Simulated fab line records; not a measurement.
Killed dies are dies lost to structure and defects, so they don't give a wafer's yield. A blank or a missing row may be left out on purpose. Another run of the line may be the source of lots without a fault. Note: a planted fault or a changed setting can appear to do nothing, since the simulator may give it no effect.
8D (eight disciplines) problem report, filled in by code	flow gf180mcu	the parts of the form that need people (team, actions taken, sign-off) are left out

## 1. WHAT IS WRONG
Mean of chamber-pressure-pa at GF_MIM_SPUTTER_03: 0.2815 Pa across 6 wafers in 2 lots; on wafers with no fault it is 0.3001 Pa (standard deviation 0.0006). That is -31 standard deviations from the usual mean.
The step: material Ti, target thk 10 nm, time 6.7 s.
The first sign was on wafer L865.2 at day 26 01:16, on pvd-sputter-01. At this step, 39 wafers from 13 lots have a number in the record. Rule for "out", or "out of limits": more than 4 standard deviations from the usual mean. The other wafers with a number count as sound.

## 2. WHAT IT IS, WHAT IT ISN'T
question	is	is not
which readings at this step	chamber-pressure-pa	cathode-dc-power-W
which lots	L865, L866	L861, L862, L863, L864, L876, L878, L879, L880, L881, L882, L884
which wafers of those lots	all that have a number	-
read on which tools	pvd-sputter-01	pvd-sputter-03, pvd-sputter-04
when	from day 26 01:16	up to then (12 sound wafers); but 21 sound wafers of L876, L878, L879, L880, L881, L882, L884 came after

## 3. THE SUSPECTS, EACH WITH WHAT RULES IT OUT
Counting: a tool at a process step up to the reading stays a suspect if it ran every lot that is out and no sound lot after the first of them.
- pvd-sputter-01 at GF_MIM_SPUTTER_03 (material Ti, target thk 10 nm, time 6.7 s): ruled out as a lasting fault. Following L865 (day 26 01:16), the first lot on it that is out, the sound lots L876, L878, L880 were run on it.
Left after counting: nothing in the record.

## 4. THE CAUSE (what the simulator had put in)
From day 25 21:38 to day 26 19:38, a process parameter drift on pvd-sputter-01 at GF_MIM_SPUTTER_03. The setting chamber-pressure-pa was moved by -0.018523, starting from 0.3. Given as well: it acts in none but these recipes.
Counting ruled it out, wrongly.

## 5. THE EFFECT CHAIN, in route order
Rows list readings where the struck wafers' mean (over those with a number) sits beyond 3 standard deviations from the usual. Only readings for which the record gives a usual standard deviation are gone through. hours: the time from each lot's start at the first step in this table that gives one to its start at this step, as a median over the lots. sigmas: the change in usual standard deviations.
hours	step	reading	usual	on struck wafers	change	sigmas
0	GF_MIM_SPUTTER_03	chamber-pressure-pa	0.3001 Pa	0.2815	-0.0186	-31
It contains these process steps:
- GF_MIM_SPUTTER_03: material Ti, target thk 10 nm, time 6.7 s.
At these later measuring or inspecting steps, every struck wafer for which the step has a row has a number for every such reading, and none has moved that far: GF_V5_THK_MEAS_01, GF_V5_RS_MEAS_24.

## 6. WHAT WOULD HAVE CAUGHT IT SOONER
The fault began at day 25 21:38; the first out-of-limits reading in this record came at day 26 01:16, 4 hours later.
